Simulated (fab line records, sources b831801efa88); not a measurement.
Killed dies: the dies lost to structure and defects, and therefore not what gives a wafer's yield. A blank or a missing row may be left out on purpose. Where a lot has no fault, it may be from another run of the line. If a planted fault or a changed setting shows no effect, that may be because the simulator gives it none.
Matching of chambers    flow sky130    4 sister chambers for SKY_METAL3_ETCH_17 on rie-diel-01
The step etches SiO2 in C4F8/O2/Ar, stops on TiN, time 3.9 s, target depth 15 nm. 14 wafers are shown with their chamber, then 7 later ones without.

== WAFERS WITH THEIR CHAMBER ==
wafer   chamber  oes-product-au (a.u.)
L077.1  3        0.741
L077.4  2        0.756
L077.6  2        0.751
L076.2  3        0.737
L076.5  1        0.747
L076.6  0        0.748
L079.1  2        0.743
L079.2  3        0.755
L079.3  0        0.741
L080.1  3        0.747
L080.3  2        0.756
L080.4  0        0.739
L085.3  0        0.759
L085.5  2        0.754

SIGNATURES, as means of the wafers listed above
reading         chamber 0  chamber 1  chamber 2  chamber 3  scatter within a chamber
oes-product-au  0.74675    0.74700    0.75200    0.74500    0.00739
Rule: a wafer lies at a distance from a chamber equal to the root of the sum of squares, over the readings, of (its reading less the chamber's mean, divided by the reading's scatter). The wafer belongs to the nearest chamber; if the next one is less than 2 further off, it can't be placed. The scatter: take each reading less its chamber's mean, square it, sum over the shown wafers, divide by the number of wafers less the number of chambers, and take the root.

== WAFERS WITH NO CHAMBER GIVEN ==
wafer   oes-product-au (a.u.)
L085.6  0.743
L086.1  0.758
L086.2  0.761
L086.4  0.768
L092.1  0.753
L092.3  0.753
L092.5  0.769

== CHAMBER TAKEN BY EACH ==
wafer   from the rows above                in truth
L085.6  can't be placed: 3 or 0 or 1 or 2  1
L086.1  can't be placed: 2 or 1 or 0 or 3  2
L086.2  can't be placed: 2 or 1 or 0 or 3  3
L086.4  can't be placed: 2 or 1 or 0 or 3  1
L092.1  can't be placed: 2 or 1 or 0 or 3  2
L092.3  can't be placed: 2 or 1 or 0 or 3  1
L092.5  can't be placed: 2 or 1 or 0 or 3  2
Correctly placed: 0 of 7. Can't be placed from these rows: 7 (the true chamber is among the candidates in 7). Placed wrongly: 0.
